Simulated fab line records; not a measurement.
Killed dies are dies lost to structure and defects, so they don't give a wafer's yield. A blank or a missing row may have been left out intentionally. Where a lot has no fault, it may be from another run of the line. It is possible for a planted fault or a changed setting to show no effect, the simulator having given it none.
fab line records | flow sky130
[record] lots = 6 | wafers = 18 | lastDay = 50
route steps=708 shown METAL2@495 VIA2@507 PAD_OPEN@708
lots with no fault: from the same line, run without faults
startH: start of the lot's first displayed wafer, in hours after the record's first day | waitH: hours elapsed since this lot's preceding step | " identical to the entry in the row above | L1.1+2: a single row standing in for several wafers | - no value present, or no start provided | * or withheld: withheld | < > ~ a bound
route shown NAME@n: NAME is a module with steps in the file, n the number in the route of the first one | usual: mean and standard deviation over wafers with no fault | same: alike in all rows | chamber/n: place in a boat | sites: per-site readings | _std_site: the values' standard deviation | _edge_site: inner sites' mean taken away from outer sites' mean | radiusMm: for every site, how far away it sits from the centre of the wafer | mask NAME#n: copy n | behind: the most recent tool/chamber to have shaped the wafer | hold: why the lot was held/for how many hours/how that ended | device: the n, p or np transistor that did not switch | end of line: tests of these same wafers at the route's end | step lacking rows: just its recipe | killed: count of dies lost to structure and defects at first sort (not the wafer's yield) | map: a wafer's dies, marking killed ones x, the rest . and places with no die _
set.NAME: the run value of the setting; set.NAME@STEP: its run value at that earlier step | model.NAME: the simulator's own value behind a step, which no gauge read
lots seen at some steps along the route; tables by step, rows by wafer
services: the hour from which a tool's chamber was out of use, counted from the record's first day as startH (under 0 if before that day), plus the number of hours and why
[[steps]]
[step SKY_METAL2_EXPOSE_12]
[recipe] maskId = MM2 | na = 0.8 | sourceShape = annular | sigmaInner = 0.55 | sigmaOuter = 0.85 | targetCdNm = 140 | doseMj = 28
[step SKY_METAL2_PEB_13]
[recipe] pebTempC = withheld | pebTimeS = withheld | resist = KrF-thick
[step SKY_METAL2_DEVELOP_14]
[recipe] developTimeS = 60 | resist = KrF-thick | devTempC = 21
[step SKY_METAL2_CD_MEAS_15]
[recipe] targetCdNm = 140
[usual] cdNm = 140.2/1.6
lot.wafer | tool     | chamber | startH | waitH | cdNm
L102.1    | cdSem-02 | -       | 830.87 | -     | 138.8
L102.3    | "        | -       | "      | "     | 139.8
L102.5    | "        | -       | "      | "     | 138.0
L104.1    | cdSem-01 | -       | 844.59 | -     | 142.1
L104.3    | "        | -       | "      | "     | 141.7
L104.6    | "        | -       | "      | "     | 142.6
L112.1    | cdSem-02 | -       | 909.42 | -     | 139.3
L112.3    | "        | -       | "      | "     | 138.3
L112.5    | "        | -       | "      | "     | 139.7
L113.1    | cdSem-02 | -       | 919.17 | -     | 141.0
L113.2    | "        | -       | "      | "     | 140.4
L113.4    | "        | -       | "      | "     | 140.6
L114.2    | cdSem-02 | -       | 930.54 | -     | 140.8
L114.4    | "        | -       | "      | "     | 139.7
L114.5    | "        | -       | "      | "     | 141.4
L123.2    | cdSem-01 | -       | 983.04 | -     | 141.9
L123.4    | "        | -       | "      | "     | 142.8
L123.5    | "        | -       | "      | "     | 141.7
[step SKY_METAL2_OVL_MEAS_16]
[usual] METAL2_OVL = -2/6.9
lot.wafer | tool       | chamber | startH | waitH | METAL2_OVL[nm]
L102.1    | overlay-01 | -       | 830.99 | 0.1   | -10
L102.3    | "          | -       | "      | "     | -9
L102.5    | "          | -       | "      | "     | -13
L104.1    | overlay-01 | -       | 844.71 | 0.1   | -5
L104.3    | "          | -       | "      | "     | 0
L104.6    | "          | -       | "      | "     | 5
L112.1    | overlay-01 | -       | 909.54 | 0.1   | -7
L112.3    | "          | -       | "      | "     | -9
L112.5    | "          | -       | "      | "     | -11
L113.1    | overlay-02 | -       | 919.29 | 0.1   | -4
L113.2    | "          | -       | "      | "     | 2
L113.4    | "          | -       | "      | "     | 4
L114.2    | overlay-01 | -       | 930.65 | 0.1   | -15
L114.4    | "          | -       | "      | "     | -9
L114.5    | "          | -       | "      | "     | 0
L123.2    | overlay-02 | -       | 983.15 | 0.1   | 0
L123.4    | "          | -       | "      | "     | -2
L123.5    | "          | -       | "      | "     | -9
[step SKY_METAL2_DESCUM_17]
[recipe] chemistry = O2 | sourcePowerW = 150 | biasPowerW = 0 | pressureMtorr = 10 | tempC = 40 | timeS = 8
[usual] drypumpMotorCurrentA = 5.6/0.5 | oesProductAu = 0.996/0.011
lot.wafer | tool        | chamber | startH | waitH | drypumpMotorCurrentA | oesProductAu | rfHoursCounterH
L102.1    | rieMetal-02 | 1       | 831.03 | 0.0   | 5.4                  | 0.984        | 0
L102.3    | "           | 0       | "      | "     | 5.7                  | 1.008        | -
L102.5    | "           | 1       | "      | "     | 5.4                  | 0.998        | -
L104.1    | rieMetal-02 | 0       | 844.75 | 0.0   | 5.7                  | 1.016        | 4
L104.3    | "           | 0       | "      | "     | 5.7                  | 1.008        | -
L104.6    | "           | 1       | "      | "     | 5.4                  | 0.982        | -
L112.1    | rieMetal-04 | 0       | 909.58 | 0.0   | 5.5                  | 0.981        | 12
L112.3    | "           | 1       | "      | "     | 4.9                  | 0.984        | -
L112.5    | "           | 0       | "      | "     | 5.5                  | 0.978        | -
L113.1    | rieMetal-01 | 0       | 919.33 | 0.0   | 6.4                  | 1.008        | 1
L113.2    | "           | 1       | "      | "     | 5.3                  | 1.000        | 12
L113.4    | "           | 0       | "      | "     | 6.4                  | 1.018        | -
L114.2    | rieMetal-02 | 0       | 930.68 | 0.0   | 5.7                  | 1.004        | 8
L114.4    | "           | 1       | "      | "     | 5.4                  | 0.974        | -
L114.5    | "           | 1       | "      | "     | 5.4                  | 0.969        | -
L123.2    | rieMetal-04 | 1       | 983.18 | 0.0   | 4.9                  | 1.000        | 11
L123.4    | "           | 1       | "      | "     | 4.9                  | 0.990        | -
L123.5    | "           | 0       | "      | "     | 5.5                  | 0.989        | -
[step SKY_METAL2_ETCH_18]
[recipe] chemistry = N2/H2 | target = BARC | ionEnergyEv = 200 | biasW = 100 | pressureMtorr = 30 | n2FlowSccm = 100 | h2FlowSccm = 200 | icpW = 500 | stopOn = SiO2 | timeS = 45.9 | targetDepthA = 600
[usual] drypumpMotorCurrentA = 5.6/0.5 | n2FlowSccm = 100.0/0.32 | oesProductAu = 0.854/0.005 | throttleValvePct = 13.225/0.0089
lot.wafer | tool        | chamber | startH | waitH | drypumpMotorCurrentA | n2FlowSccm | oesProductAu | rfHoursCounterH | throttleValvePct
L102.1    | rieMetal-02 | 1       | 831.06 | 0.0   | 5.4                  | 99.3       | 0.850        | 0               | 13.231
L102.3    | "           | 0       | "      | "     | 5.7                  | 99.6       | 0.855        | -               | 13.232
L102.5    | "           | 1       | "      | "     | 5.4                  | 99.5       | 0.865        | -               | 13.232
L104.1    | rieMetal-02 | 0       | 844.78 | 0.0   | 5.7                  | 99.7       | 0.859        | 4               | 13.216
L104.3    | "           | 0       | "      | "     | 5.7                  | 99.8       | 0.854        | -               | 13.219
L104.6    | "           | 1       | "      | "     | 5.4                  | 99.9       | 0.854        | -               | 13.255
L112.1    | rieMetal-04 | 0       | 909.61 | 0.0   | 5.5                  | 100.1      | 0.859        | 12              | 13.228
L112.3    | "           | 1       | "      | "     | 4.9                  | 100.1      | 0.864        | -               | 13.212
L112.5    | "           | 0       | "      | "     | 5.5                  | 100.0      | 0.853        | -               | 13.212
L113.1    | rieMetal-01 | 0       | 919.36 | 0.0   | 6.4                  | 100.2      | 0.854        | 1               | 13.223
L113.2    | "           | 1       | "      | "     | 5.3                  | 99.5       | 0.845        | 12              | 13.220
L113.4    | "           | 0       | "      | "     | 6.4                  | 99.7       | 0.855        | -               | 13.229
L114.2    | rieMetal-02 | 0       | 930.71 | 0.0   | 5.7                  | 100.3      | 0.853        | 9               | 13.228
L114.4    | "           | 1       | "      | "     | 5.4                  | 99.7       | 0.860        | -               | 13.218
L114.5    | "           | 1       | "      | "     | 5.4                  | 99.5       | 0.850        | -               | 13.237
L123.2    | rieMetal-04 | 1       | 983.21 | 0.0   | 4.9                  | 100.2      | 0.853        | 11              | 13.222
L123.4    | "           | 1       | "      | "     | 4.9                  | 99.8       | 0.861        | -               | 13.241
L123.5    | "           | 0       | "      | "     | 5.5                  | 99.6       | 0.860        | -               | 13.222
[step SKY_METAL2_METAL_ETCH_19]
[recipe] targetDepthA = 3600 | stopOn = SiO2 | overEtchFrac = 0.3 | timeS = 78 | chemistry = Cl2/BCl3 | resistSidewallDeg = 88 | pressureMtorr = 10 | icpW = 900 | biasW = 48.5 | Cl2_flow_sccm = 60 | bcl3FlowSccm = 30
[usual] drypumpMotorCurrentA = 5.6/0.5 | oesProductAu = 0.854/0.0067 | throttleValvePct = 22.263/0.01
lot.wafer | tool        | chamber | startH | waitH | drypumpMotorCurrentA | oesProductAu | rfHoursCounterH | throttleValvePct
L102.1    | rieMetal-02 | 1       | 831.13 | 0.0   | 5.4                  | 0.853        | 0               | 22.247
L102.3    | "           | 0       | "      | "     | 5.7                  | 0.844        | -               | 22.279
L102.5    | "           | 1       | "      | "     | 5.4                  | 0.845        | -               | 22.270
L104.1    | rieMetal-02 | 0       | 844.84 | 0.0   | 5.7                  | 0.844        | 4               | 22.265
L104.3    | "           | 0       | "      | "     | 5.7                  | 0.870        | -               | 22.275
L104.6    | "           | 1       | "      | "     | 5.4                  | 0.864        | -               | 22.270
L112.1    | rieMetal-04 | 0       | 909.67 | 0.0   | 5.5                  | 0.850        | 12              | 22.261
L112.3    | "           | 1       | "      | "     | 4.9                  | 0.843        | -               | 22.256
L112.5    | "           | 0       | "      | "     | 5.5                  | 0.858        | -               | 22.271
L113.1    | rieMetal-01 | 0       | 919.42 | 0.0   | 6.3                  | 0.852        | 1               | 22.277
L113.2    | "           | 1       | "      | "     | 5.3                  | 0.848        | 12              | 22.284
L113.4    | "           | 0       | "      | "     | 6.3                  | 0.860        | -               | 22.261
L114.2    | rieMetal-02 | 0       | 930.77 | 0.0   | 5.7                  | 0.857        | 9               | 22.283
L114.4    | "           | 1       | "      | "     | 5.4                  | 0.850        | -               | 22.255
L114.5    | "           | 1       | "      | "     | 5.4                  | 0.864        | -               | 22.269
L123.2    | rieMetal-04 | 1       | 983.27 | 0.0   | 4.9                  | 0.857        | 11              | 22.250
L123.4    | "           | 1       | "      | "     | 4.9                  | 0.861        | -               | 22.257
L123.5    | "           | 0       | "      | "     | 5.5                  | 0.861        | -               | 22.277
[step SKY_METAL2_STRIP_20]
[recipe] chemistry = O2/N2 | powerW = 1400 | pressureMtorr = 1500 | platenTempC = withheld | o2FlowSccm = 3000 | n2FlowSccm = 300 | overashFraction = 0.5
[usual] drypumpMotorCurrentA = 5.7/0.4 | n2FlowSccm = 300.0/0.94 | o2FlowSccm = 3000/9.1 | oesProductAu = 0.344/0.005 | stripTimeToEndpointS = 2.71/0.057
[same] overashFraction = 0.5
lot.wafer | tool           | chamber | startH | waitH | drypumpMotorCurrentA | n2FlowSccm | o2FlowSccm | oesProductAu | rfHoursCounterH | stripTimeToEndpointS
L102.1    | plasmaAsher-02 | 0       | 831.22 | 0.1   | 5.8                  | 299.0      | 3004       | 0.343        | 100             | 2.70
L102.3    | "              | 1       | "      | "     | 4.8                  | 298.4      | 2985       | 0.349        | -               | 2.61
L102.5    | "              | 0       | "      | "     | 5.8                  | 299.7      | 3004       | 0.352        | -               | 2.75
L104.1    | plasmaAsher-03 | 0       | 844.93 | 0.1   | 6.0                  | 301.7      | 2989       | 0.341        | 10              | 2.64
L104.3    | "              | 0       | "      | "     | 6.0                  | 303.0      | 2996       | 0.334        | -               | 2.66
L104.6    | "              | 0       | "      | "     | 6.0                  | 301.1      | 2987       | 0.351        | -               | 2.73
L112.1    | plasmaAsher-03 | 0       | 909.76 | 0.1   | 6.0                  | 300.0      | 2996       | 0.343        | 16              | 2.78
L112.3    | "              | 1       | "      | "     | 5.4                  | 298.9      | 2992       | 0.339        | -               | 2.77
L112.5    | "              | 0       | "      | "     | 6.0                  | 298.7      | 2995       | 0.350        | -               | 2.77
L113.1    | plasmaAsher-01 | 0       | 919.51 | 0.1   | 6.1                  | 301.2      | 3001       | 0.335        | 80              | 2.71
L113.2    | "              | 1       | "      | "     | 5.6                  | 302.1      | 2992       | 0.351        | 80              | 2.73
L113.4    | "              | 1       | "      | "     | 5.5                  | 300.5      | 2984       | 0.344        | -               | 2.65
L114.2    | plasmaAsher-03 | 1       | 930.86 | 0.1   | 5.4                  | 299.7      | 3008       | 0.350        | 18              | 2.65
L114.4    | "              | 1       | "      | "     | 5.4                  | 298.8      | 3007       | 0.350        | -               | 2.80
L114.5    | "              | 0       | "      | "     | 6.0                  | 301.6      | 3005       | 0.347        | -               | 2.84
L123.2    | plasmaAsher-03 | 0       | 983.36 | 0.1   | 6.0                  | 299.8      | 2998       | 0.339        | 23              | 2.77
L123.4    | "              | 1       | "      | "     | 5.4                  | 298.9      | 3009       | 0.342        | -               | 2.77
L123.5    | "              | 0       | "      | "     | 6.0                  | 299.3      | 2991       | 0.354        | -               | 2.84
[step SKY_METAL2_STRIP_21]
[recipe] chemistry = postEtchResidueRemover | timeS = 1200 | tempC = 72.5
[step SKY_METAL2_CLEAN_22]
[recipe] chemistry = IPA | timeS = 180 | tempC = 25
[step SKY_METAL2_CLEAN_23]
[recipe] chemistry = O3/DIW | dry = n2Spin
[step SKY_VIA2_HDPCVD_00]
[recipe] material = SiO2 | targetThkNm = 1180 | sigmaOpenFrac = 0.3 | timeS = 196.7 | tempC = 400 | sih4FlowSccm = 60 | pressureMtorr = 6
[usual] sih4FlowSccm = 59.98/0.18
lot.wafer | tool      | chamber | startH | waitH | sih4FlowSccm | model.SiO2_of_VIA2_HDPCVD_00.thkNm
L102.1    | hdpcvd-02 | 0       | 831.85 | 0.0   | 59.78        | 1181
L102.3    | "         | 2       | "      | "     | 60.11        | 1193
L102.5    | "         | 2       | "      | "     | 59.91        | 1175
L104.1    | hdpcvd-01 | 0       | 845.52 | 0.0   | 59.68        | 1160
L104.3    | "         | 2       | "      | "     | 60.32        | 1181
L104.6    | "         | 2       | "      | "     | 60.16        | 1185
L112.1    | hdpcvd-01 | 1       | 910.35 | 0.0   | 90.09        | 1779
L112.3    | "         | 2       | "      | "     | 89.80        | 1791
L112.5    | "         | 1       | "      | "     | 90.14        | 1780
L113.1    | hdpcvd-01 | 0       | 920.10 | 0.0   | 90.04        | 1752
L113.2    | "         | 2       | "      | "     | 90.12        | 1781
L113.4    | "         | 1       | "      | "     | 89.98        | 1759
L114.2    | hdpcvd-02 | 1       | 931.47 | 0.0   | 60.05        | 1199
L114.4    | "         | 1       | "      | "     | 60.14        | 1203
L114.5    | "         | 0       | "      | "     | 60.03        | 1199
L123.2    | hdpcvd-01 | 2       | 983.95 | 0.0   | 59.97        | 1175
L123.4    | "         | 2       | "      | "     | 59.52        | 1182
L123.5    | "         | 0       | "      | "     | 59.77        | 1182
[step SKY_VIA2_THK_MEAS_01]
[recipe] reads = SiO2_of_VIA2_HDPCVD_00
[usual] VIA2_HDPCVD_THK = 1184/14
lot.wafer | tool         | chamber | startH | waitH | hold                    | VIA2_HDPCVD_THK[nm]
L102.1    | filmMetro-01 | -       | 831.97 | 0.1   | -                       | 1181
L102.3    | "            | -       | "      | "     | -                       | 1192
L102.5    | "            | -       | "      | "     | -                       | 1174
L104.1    | filmMetro-01 | -       | 845.65 | 0.1   | -                       | 1161
L104.3    | "            | -       | "      | "     | -                       | 1181
L104.6    | "            | -       | "      | "     | -                       | 1186
L112.1    | filmMetro-04 | -       | 910.48 | 0.1   | awaitDispo/0.2h/release | 1779
L112.3    | "            | -       | "      | "     | awaitDispo/0.2h/release | 1792
L112.5    | "            | -       | "      | "     | awaitDispo/0.2h/release | 1780
L112.1    | filmMetro-04 | -       | 910.71 | 0.2   | -                       | 1778
L112.3    | "            | -       | "      | "     | -                       | 1791
L112.5    | "            | -       | "      | "     | -                       | 1778
L113.1    | filmMetro-03 | -       | 920.23 | 0.1   | awaitDispo/0.2h/release | 1751
L113.2    | "            | -       | "      | "     | awaitDispo/0.2h/release | 1782
L113.4    | "            | -       | "      | "     | awaitDispo/0.2h/release | 1760
L113.1    | filmMetro-03 | -       | 920.46 | 0.2   | -                       | 1753
L113.2    | "            | -       | "      | "     | -                       | 1782
L113.4    | "            | -       | "      | "     | -                       | 1761
L114.2    | filmMetro-04 | -       | 931.60 | 0.1   | -                       | 1199
L114.4    | "            | -       | "      | "     | -                       | 1203
L114.5    | "            | -       | "      | "     | -                       | 1199
L123.2    | filmMetro-01 | -       | 984.09 | 0.1   | -                       | 1175
L123.4    | "            | -       | "      | "     | -                       | 1180
L123.5    | "            | -       | "      | "     | -                       | 1183
[step SKY_VIA2_CMP_02]
[recipe] material = SiO2 | downForcePsi = 4 | platenRpm = 60 | padVelocityMS = 0.94248
[usual] motorCurrentA = 12.0/1 | slurryFlowMlMin = 150.0/0.48
lot.wafer | tool   | chamber | startH | waitH | hold                    | motorCurrentA | slurryFlowMlMin
L102.1    | cmp-02 | 1       | 832.03 | 0.1   | -                       | 12.5          | 149.6
L102.3    | "      | 0       | "      | "     | -                       | 12.0          | 150.3
L102.5    | "      | 2       | "      | "     | -                       | 11.1          | 150.2
L104.1    | cmp-02 | 0       | 845.76 | 0.1   | -                       | 12.1          | 150.2
L104.3    | "      | 2       | "      | "     | -                       | 11.0          | 149.4
L104.6    | "      | 0       | "      | "     | -                       | 12.1          | 149.6
L112.1    | cmp-02 | 3       | 911.59 | 0.9   | awaitDispo/0.8h/release | 11.2          | 150.3
L112.3    | "      | 1       | "      | "     | awaitDispo/0.8h/release | 13.2          | 148.9
L112.5    | "      | 2       | "      | "     | awaitDispo/0.8h/release | 11.1          | 150.2
L113.2    | cmp-01 | 2       | 930.50 | 10.0  | awaitDispo/6.8h/release | 12.3          | 149.6
L113.1    | "      | 3       | "      | "     | awaitDispo/6.8h/release | 13.6          | 149.5
L113.4    | "      | 0       | "      | "     | awaitDispo/6.8h/release | 12.2          | 150.2
L114.2    | cmp-01 | 3       | 931.75 | 0.1   | -                       | 13.6          | 149.7
L114.4    | "      | 0       | "      | "     | -                       | 11.9          | 150.3
L114.5    | "      | 2       | "      | "     | -                       | 11.8          | 150.4
L123.4    | cmp-01 | 0       | 984.14 | 0.0   | -                       | 11.7          | 149.1
L123.2    | "      | 1       | "      | "     | -                       | 10.6          | 150.5
L123.5    | "      | 0       | "      | "     | -                       | 12.0          | 149.9
[step SKY_PAD_OPEN_PROBE_99]
[usual] defectLimitedYield = 82.6/2 | killed_at_M0_to_M3 = 44/7.3 | killed_at_M4_up = 3.1/1.6 | killedAtContacts = 24/5.4 | killedAtFrontEnd = 15/4 | killedAtOther = 0.2/0.49 | killedDies = 86/10 | killedOnRim = 17/3.7 | killedOpen = 48/7.3 | killedShort = 38/6.3 | sort_bin_3_pad_short = 0.8/0.45 | sort_bin_5_function = 10.3/1.5 | sort_bin_6_memory = 6.3/1.2 | sortNPass = 406/10 | sortYieldPct = 82.6/2
[same] grossDies = 492 | killedAtBackSide = 0 | sort_bin_4_leakage[%] = 0 | sort_bin_8_speed[%] = 0
lot.wafer | tool      | chamber | startH  | waitH | defectLimitedYield[%] | killed_at_M0_to_M3 | killed_at_M4_up | killedAtContacts | killedAtFrontEnd | killedAtOther | killedDies | killedOnRim | killedOpen | killedShort | sort_bin_3_pad_short[%] | sort_bin_5_function[%] | sort_bin_6_memory[%] | sortNPass | sortYieldPct[%]
L102.1    | prober-02 | -       | 1084.33 | 0.1   | 84.1                  | 36                 | 4               | 30               | 8                | 0             | 78         | 21          | 51         | 27          | 0.6                     | 9.8                    | 5.5                  | 414       | 84.1
L102.3    | prober-02 | -       | 1084.43 | 0.2   | 83.1                  | 42                 | 2               | 25               | 14               | 0             | 83         | 15          | 47         | 36          | 1.0                     | 8.9                    | 6.9                  | 409       | 83.1
L102.5    | prober-02 | -       | 1084.53 | 0.2   | 82.1                  | 36                 | 3               | 31               | 18               | 0             | 88         | 23          | 50         | 38          | 0.4                     | 10.4                   | 7.1                  | 404       | 82.1
L104.1    | prober-02 | -       | 1094.31 | 0.1   | 82.1                  | 45                 | 1               | 22               | 20               | 0             | 88         | 15          | 50         | 38          | 0.8                     | 12.2                   | 4.9                  | 404       | 82.1
L104.3    | prober-02 | -       | 1094.41 | 0.2   | 78.7                  | 56                 | 4               | 22               | 22               | 1             | 105        | 16          | 49         | 56          | 0.8                     | 11.6                   | 8.9                  | 387       | 78.7
L104.6    | prober-02 | -       | 1094.56 | 0.2   | 85.0                  | 39                 | 0               | 19               | 15               | 1             | 74         | 10          | 40         | 34          | 0.2                     | 8.3                    | 6.5                  | 418       | 85.0
L112.1    | prober-02 | -       | 1144.01 | 0.1   | 85.4                  | 44                 | 2               | 20               | 6                | 0             | 72         | 9           | 41         | 31          | 0.8                     | 7.7                    | 6.1                  | 420       | 85.4
L112.3    | prober-02 | -       | 1144.11 | 0.2   | 81.9                  | 43                 | 4               | 26               | 16               | 0             | 89         | 21          | 44         | 45          | 1.0                     | 11.4                   | 5.7                  | 403       | 81.9
L112.5    | prober-02 | -       | 1144.21 | 0.2   | 85.2                  | 34                 | 2               | 24               | 12               | 1             | 73         | 15          | 36         | 37          | 1.4                     | 8.1                    | 5.3                  | 419       | 85.2
L113.1    | prober-01 | -       | 1150.74 | 0.1   | 82.5                  | 56                 | 2               | 15               | 13               | 0             | 86         | 18          | 44         | 42          | 1.6                     | 8.5                    | 7.3                  | 406       | 82.5
L113.2    | prober-01 | -       | 1150.79 | 0.1   | 81.3                  | 49                 | 3               | 28               | 12               | 0             | 92         | 24          | 58         | 34          | 0.2                     | 12.8                   | 5.7                  | 400       | 81.3
L113.4    | prober-01 | -       | 1150.89 | 0.2   | 85.4                  | 35                 | 4               | 23               | 9                | 1             | 72         | 18          | 34         | 38          | 0.6                     | 8.7                    | 5.3                  | 420       | 85.4
L114.2    | prober-02 | -       | 1161.03 | 0.1   | 86.4                  | 42                 | 1               | 17               | 7                | 0             | 67         | 15          | 36         | 31          | 0.4                     | 9.6                    | 3.7                  | 425       | 86.4
L114.4    | prober-02 | -       | 1161.13 | 0.2   | 84.1                  | 51                 | 3               | 14               | 9                | 1             | 78         | 16          | 42         | 36          | 0.8                     | 10.8                   | 4.3                  | 414       | 84.1
L114.5    | prober-02 | -       | 1161.18 | 0.2   | 87.4                  | 34                 | 2               | 15               | 11               | 0             | 62         | 8           | 31         | 31          | 0.2                     | 8.5                    | 3.9                  | 430       | 87.4
L123.2    | prober-01 | -       | 1195.44 | 0.1   | 83.9                  | 37                 | 3               | 25               | 13               | 1             | 79         | 15          | 50         | 29          | 0.2                     | 9.8                    | 6.1                  | 413       | 83.9
L123.4    | prober-01 | -       | 1195.54 | 0.2   | 79.1                  | 56                 | 3               | 28               | 16               | 0             | 103        | 16          | 49         | 54          | 1.8                     | 11.4                   | 7.7                  | 389       | 79.1
L123.5    | prober-01 | -       | 1195.59 | 0.2   | 79.7                  | 50                 | 4               | 29               | 17               | 0             | 100        | 16          | 61         | 39          | 0.6                     | 12.6                   | 7.1                  | 392       | 79.7
// killed by level:class
L102.1 VIA1:geometricParticle:open=13 LI_CONTACT:geometricParticle:open=12 VIA3:geometricParticle:open=8 CONTACT:geometricParticle:open=7 CONTACT:geometricParticle:short=6 VIA2:geometricParticle:open=4 VIA3:geometricParticle:short=4 SPACER:geometricParticle:short=3
L102.3 VIA1:geometricParticle:open=11 CONTACT:geometricParticle:open=8 CONTACT:geometricParticle:short=7 METAL2:geometricParticle:short=7 VIA2:geometricParticle:open=6 LI_CONTACT:geometricParticle:open=6 FIELD_ISO:geometricParticle:open=4 VIA3:geometricParticle:short=4
L102.5 VIA3:geometricParticle:open=15 CONTACT:geometricParticle:open=12 LOCAL_INTERCONNECT:geometricParticle:short=7 VIA1:geometricParticle:open=6 FIELD_ISO:geometricParticle:open=4 FIELD_ISO:geometricParticle:short=4 LI_CONTACT:geometricParticle:open=4 VIA1:geometricParticle:short=4
L104.1 VIA3:geometricParticle:open=12 CONTACT:geometricParticle:open=10 POLY_GATE:geometricParticle:short=7 VIA1:geometricParticle:open=7 METAL1:geometricParticle:short=6 POLY_GATE:geometricParticle:open=5 LI_CONTACT:geometricParticle:open=5 METAL2:geometricParticle:short=5
L104.3 VIA2:geometricParticle:open=13 METAL2:geometricParticle:short=11 LOCAL_INTERCONNECT:geometricParticle:short=8 VIA3:geometricParticle:open=7 CONTACT:geometricParticle:open=7 FIELD_ISO:geometricParticle:short=6 VIA1:geometricParticle:open=6 POLY_GATE:geometricParticle:open=5
L104.6 VIA3:geometricParticle:open=8 CONTACT:geometricParticle:open=7 VIA1:geometricParticle:open=6 METAL2:geometricParticle:short=6 VIA1:geometricParticle:short=5 VIA2:geometricParticle:short=5 FIELD_ISO:geometricParticle:short=4 FIELD_ISO:geometricParticle:open=4
L112.1 VIA1:geometricParticle:open=10 CONTACT:geometricParticle:open=9 METAL2:geometricParticle:short=8 VIA2:geometricParticle:open=8 LI_CONTACT:geometricParticle:open=4 CONTACT:geometricParticle:short=4 METAL1:geometricParticle:short=4 VIA3:geometricParticle:open=4
L112.3 CONTACT:geometricParticle:open=12 VIA1:geometricParticle:short=8 VIA1:geometricParticle:open=8 CONTACT:geometricParticle:short=7 LI_CONTACT:geometricParticle:open=6 METAL1:geometricParticle:short=6 FIELD_ISO:geometricParticle:open=5 METAL2:geometricParticle:short=5
L112.5 CONTACT:geometricParticle:open=8 VIA2:geometricParticle:open=6 LOCAL_INTERCONNECT:geometricParticle:short=6 VIA1:geometricParticle:open=6 METAL2:geometricParticle:short=6 POLY_GATE:geometricParticle:short=5 CONTACT:geometricParticle:short=4 VIA1:geometricParticle:short=4
L113.1 VIA1:geometricParticle:open=11 VIA2:geometricParticle:open=11 METAL1:geometricParticle:short=7 VIA1:geometricParticle:short=6 METAL3:geometricParticle:short=6 VIA3:geometricParticle:open=5 FIELD_ISO:geometricParticle:short=4 POLY_GATE:geometricParticle:short=4
L113.2 VIA2:geometricParticle:open=11 CONTACT:geometricParticle:open=10 LI_CONTACT:geometricParticle:open=9 VIA3:geometricParticle:open=9 VIA1:geometricParticle:open=8 METAL2:geometricParticle:short=8 VIA1:geometricParticle:short=5 FIELD_ISO:geometricParticle:short=4
L113.4 VIA1:geometricParticle:open=10 LI_CONTACT:geometricParticle:open=6 CONTACT:geometricParticle:open=5 LI_CONTACT:geometricParticle:short=5 METAL2:geometricParticle:short=5 LOCAL_INTERCONNECT:geometricParticle:short=4 METAL1:geometricParticle:short=4 VIA1:geometricParticle:short=4
L114.2 VIA1:geometricParticle:open=10 CONTACT:geometricParticle:open=7 METAL1:geometricParticle:short=7 METAL2:geometricParticle:short=6 LI_CONTACT:geometricParticle:open=5 VIA2:geometricParticle:open=5 VIA3:geometricParticle:open=4 CONTACT:geometricParticle:short=3
L114.4 VIA1:geometricParticle:open=16 METAL1:geometricParticle:short=8 VIA3:geometricParticle:open=7 CONTACT:geometricParticle:open=5 VIA1:geometricParticle:short=5 METAL2:geometricParticle:short=4 VIA2:geometricParticle:open=4 FIELD_ISO:geometricParticle:short=3
L114.5 METAL1:geometricParticle:short=7 CONTACT:geometricParticle:open=6 VIA2:geometricParticle:open=6 VIA1:geometricParticle:open=5 LI_CONTACT:geometricParticle:open=5 METAL3:geometricParticle:short=4 POLY_GATE:geometricParticle:open=3 LOCAL_INTERCONNECT:geometricParticle:short=3
L123.2 CONTACT:geometricParticle:open=15 VIA1:geometricParticle:open=8 VIA3:geometricParticle:open=6 LI_CONTACT:geometricParticle:open=5 METAL1:geometricParticle:short=5 VIA2:geometricParticle:open=5 FIELD_ISO:geometricParticle:open=3 POLY_GATE:geometricParticle:open=3
L123.4 VIA1:geometricParticle:open=12 VIA1:geometricParticle:short=9 CONTACT:geometricParticle:open=8 VIA3:geometricParticle:open=8 METAL1:geometricParticle:short=7 FIELD_ISO:geometricParticle:open=6 LOCAL_INTERCONNECT:geometricParticle:short=6 CONTACT:geometricParticle:short=6
L123.5 VIA1:geometricParticle:open=13 VIA2:geometricParticle:open=12 CONTACT:geometricParticle:open=10 VIA3:geometricParticle:open=8 CONTACT:geometricParticle:short=7 POLY_GATE:geometricParticle:short=6 POLY_GATE:geometricParticle:open=4 LI_CONTACT:geometricParticle:open=4
[[services]]
tool        | chamber | startH | hours | kind
hdpcvd-01   | -       | 811.10 | 0.9   | repair
cmp-01      | -       | 818.35 | 1.9   | repair
cmp-01      | -       | 827.37 | 4.3   | pm
cmp-01      | -       | 835.05 | 2.0   | repair
rieMetal-01 | 1       | 843.33 | 21.0  | repair
rieMetal-01 | 0       | 853.15 | 2.4   | repair
cmp-01      | -       | 866.99 | 0.9   | repair
rieMetal-04 | -       | 868.36 | 0.9   | repair
rieMetal-01 | 0       | 882.20 | -     | clean
hdpcvd-02   | 2       | 887.43 | 11.2  | repair
rieMetal-02 | -       | 895.13 | 0.8   | repair
cmp-01      | -       | 912.00 | 4.0   | pm
cmp-02      | -       | 935.41 | 8.7   | pm
hdpcvd-01   | -       | 950.25 | 15.0  | pm
hdpcvd-01   | 0       | 950.25 | 15.0  | ventCycle
hdpcvd-01   | 1       | 950.25 | 15.0  | ventCycle
hdpcvd-01   | 2       | 950.25 | 15.0  | ventCycle
rieMetal-02 | -       | 952.85 | 4.0   | pm
rieMetal-02 | -       | 961.40 | 1.2   | repair
cmp-01      | -       | 964.35 | 4.0   | repair
hdpcvd-01   | 0       | 965.25 | -     | clean
hdpcvd-01   | 1       | 965.25 | -     | clean
hdpcvd-01   | 2       | 965.25 | -     | clean
rieMetal-01 | -       | 965.96 | 0.9   | repair
[[key]]
[firstSign] step = SKY_VIA2_HDPCVD_00 | reading = sih4FlowSccm | direction = up | sigmas = 99+ | usual = 59.98 | struck = 90.03
[effect] step = SKY_VIA2_THK_MEAS_01 | reading = visit | direction = added
[effect] step = SKY_VIA2_THK_MEAS_01 | reading = VIA2_HDPCVD_THK | direction = up | sigmas = 43 | usual = 1184 | struck = 1774
[modelEffect] step = SKY_VIA2_HDPCVD_00 | value = SiO2_of_VIA2_HDPCVD_00.thkNm | without = 1183 | struck = 1773
metAt SKY_VIA2_HDPCVD_00
struckWafers L112.1,L112.3,L112.5,L113.1,L113.2,L113.4
onsetBetween 845.52 910.35
[fault] kind = processParameterDrift | tool = hdpcvd-01 | chamber = - | onsetH = 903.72 | steps = SKY_VIA2_HDPCVD_00 | channel = sih4FlowSccm | offset = 30 | shape = step | endH = 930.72 | actsIn = theseRecipesOnly | stated = 60
